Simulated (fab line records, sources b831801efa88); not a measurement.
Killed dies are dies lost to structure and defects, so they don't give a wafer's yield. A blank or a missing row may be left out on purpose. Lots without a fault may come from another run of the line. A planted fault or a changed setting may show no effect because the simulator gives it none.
Chamber matching | flow gf180mcu | GF_V2_CMP_26 on cmp-02: 4 sister chambers
The step polishes, stops on SiO2, t overpolish 15 s, target thk 0 nm. 8 wafers are shown with their chamber, then 7 later ones without.

WAFERS WITH THEIR CHAMBER
wafer  | chamber | time_to_endpoint_s (s) | motor_current_A (A)
L515.2 | 1       | 79                     | 10.5
L516.2 | 1       | 78                     | 11.1
L517.2 | 3       | 90                     | 11.2
L518.4 | 2       | 77                     | 11.4
L518.5 | 3       | 87                     | 11.6
L518.6 | 0       | 86                     | 11.8
L526.1 | 0       | 89                     | 11.4
L526.3 | 2       | 83                     | 11.1

WAFERS WITHOUT THEIR CHAMBER
wafer  | time_to_endpoint_s (s) | motor_current_A (A)
L526.6 | 81                     | 10.8
L533.1 | 78                     | 11.3
L533.3 | 86                     | 11.6
L533.5 | 82                     | 11.4
L535.2 | 89                     | 10.5
L535.4 | 88                     | 10.9
L535.5 | 85                     | 11.1

WHICH CHAMBER EACH WENT THROUGH
wafer  | from the rows above               | in truth
L526.6 | can't be placed: 1 or 2           | 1
L533.1 | can't be placed: 2 or 1           | 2
L533.3 | can't be placed: 0 or 3 or 2      | 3
L533.5 | can't be placed: 2 or 0 or 1 or 3 | 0
L535.2 | can't be placed: 3 or 0 or 1 or 2 | 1
L535.4 | can't be placed: 3 or 0 or 2      | 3
L535.5 | can't be placed: 3 or 0 or 2 or 1 | 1
Placed correctly: 0 of 7. Can't be placed from these rows: 7 (the true chamber is among the candidates in 7). Placed wrongly: 0.
How it was worked out, from the rows above alone: a wafer's distance from a chamber is the root of the sum, over the readings, of the square of ((its reading less the chamber's mean) divided by the reading's scatter). The wafer belongs to the nearest chamber; if the next one is less than 2 further off, it can't be placed. A chamber's mean is the mean of its shown wafers. The scatter: the root of (the sum of the squares of (reading less its chamber's mean) over the shown wafers, divided by (wafers less chambers)).
